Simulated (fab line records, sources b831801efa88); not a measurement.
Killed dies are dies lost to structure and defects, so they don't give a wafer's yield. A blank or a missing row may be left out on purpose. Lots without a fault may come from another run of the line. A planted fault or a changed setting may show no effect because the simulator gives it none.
A struck lot beside a sound one | flow sky130 | 17 steps out of a route of 708
Sound: wafers L971.2, L971.5, L971.6. Struck: wafers L968.1, L968.2, L968.6. The cause comes at the end.
At each step with rows: each side's tool, then ch and its chambers, then its first start. Under that, the readings that differ: sound wafers | struck wafers | difference of the means | sigmas: that difference in standard deviations of wafers without a fault.
alike: readings whose means differ by less than 2 such deviations, and words and numbers that are the same on both sides. not compared: withheld readings, readings that some wafer has no value for, bounds like >300 that may hide the same value, and numbers for which the record gives no deviation and whose values overlap.
The two part at a step that has a row with sigmas, a row that says differs or no value, or rows on one side only. Numbers that don't overlap but have no deviation are shown without sigmas and don't part them. A reading that every wafer of one side lacks parts them only if that side has two wafers or more.

SKY_LDD_P_OVL_MEAS_08:
  sound on overlay-02, day 26 00:31; struck on overlay-02, day 24 18:28
  alike: LDD_P_OVL
then, 1 step without rows for these wafers: SKY_LDD_P_IMPLANT_09.
SKY_LDD_P_STRIP_10: strips in O2/N2.
  sound on plasma_asher-03 ch 0,1, day 26 00:41; struck on plasma_asher-01 ch 0,1, day 24 18:39
  alike: drypump_motor_current_A, oes_product_au, strip_time_to_endpoint_s
  not compared: rf_hours_counter_h
SKY_LDD_P_TW_MEAS_11:
  sound on film_metro-01, day 26 00:48; struck on film_metro-01, day 24 18:45
  alike: LDD_P_TW
then, 7 steps without rows for these wafers: SKY_LDD_HVN_DEHYDRATE_00 (time 60 s); SKY_LDD_HVN_HMDS_01 (prime time 60 s); SKY_LDD_HVN_COAT_02 (resist thk 300 nm); SKY_LDD_HVN_SOFTBAKE_03 (time 60 s); SKY_LDD_HVN_EXPOSE_04 (exposes mask HVNTM, target cd 700 nm); SKY_LDD_HVN_PEB_05; SKY_LDD_HVN_DEVELOP_06 (develop time 60 s).
SKY_LDD_HVN_OVL_MEAS_07:
  sound on overlay-01, day 27 05:31; struck on overlay-02, day 26 00:05
  alike: LDD_HVN_OVL
SKY_LDD_HVN_IMPLANT_08:
  sound on implanter-01 ch 0, day 27 05:35; struck on implanter-01 ch 0, day 26 00:43
  alike: dose_ions_cm2
SKY_LDD_HVN_STRIP_09: strips in O2/N2.
  sound on plasma_asher-01 ch 0,1, day 27 05:42; struck on plasma_asher-02 ch 0,1, day 26 00:52
  alike: drypump_motor_current_A, oes_product_au, strip_time_to_endpoint_s
  not compared: rf_hours_counter_h
SKY_LDD_HVN_TW_MEAS_10:
  sound on film_metro-02, day 27 05:49; struck on film_metro-02, day 26 00:58
  reading    | sound          | struck         | difference | sigmas
  LDD_HVN_TW | 1438 1435 1435 | 1804 1802 1802 | +367       | +28
then, 1 step without rows for these wafers: SKY_LDD_HVP_DEHYDRATE_00 (time 60 s).
-- the record jumps here: 24 days lie between the struck wafers' starts before and after (it left off in module LDD_HVP and takes up again in module PAD_OPEN, whose first step shown is number 708 of the route) --
SKY_PAD_OPEN_PROBE_99:
  sound on prober-02, day 50 08:33; struck on prober-01, day 49 13:17
  reading                                  | sound                | struck               | difference | sigmas
  model.etest.tip_n_5v.rs_ohm_sq           | 1361 1366 1352       | 839.5 840.8 833.4    | -521.8     |
  model.etest.nfet_g5v0d10v5.r_on_ohm_um   | 1876 1893 1845       | 1704 1708 1739       | -154       |
  model.etest.nfet_g5v0d10v5.drive_ua_um   | 613.4 612.4 619.9    | 670.1 660.9 651.8    | +45.7      |
  model.etest.nfet_05v0_nvt.drive_ua_um    | 581.7 581.3 589.6    | 607.7 598.6 597.5    | +17.1      |
  model.etest.res_ndiff_hv.rs_ohm_sq       | 112.2 111.2 112.4    | 107.1 107.7 108.7    | -4.1       |
  model.etest.ring_5v.delay_ps             | 44.3 44.88 44.37     | 43.17 43.05 43.83    | -1.17      |
  model.etest.nfet_05v0_nvt.off_log10_a_um | -10.77 -10.88 -10.72 | -10.52 -10.65 -10.69 | +0.17      |
  alike: killed_at_M0_to_M3, killed_at_M4_up, killed_at_contacts, killed_at_front_end, killed_at_other, killed_dies, killed_open, killed_short
  not compared: model.etest.tip_n_5v.rs_ohm_sq_range

WHERE THEY PART
Only at SKY_LDD_HVN_TW_MEAS_10, within this record. Later steps at which nothing parts them and some readings are alike: SKY_PAD_OPEN_PROBE_99.

WHY: what the simulator had put in
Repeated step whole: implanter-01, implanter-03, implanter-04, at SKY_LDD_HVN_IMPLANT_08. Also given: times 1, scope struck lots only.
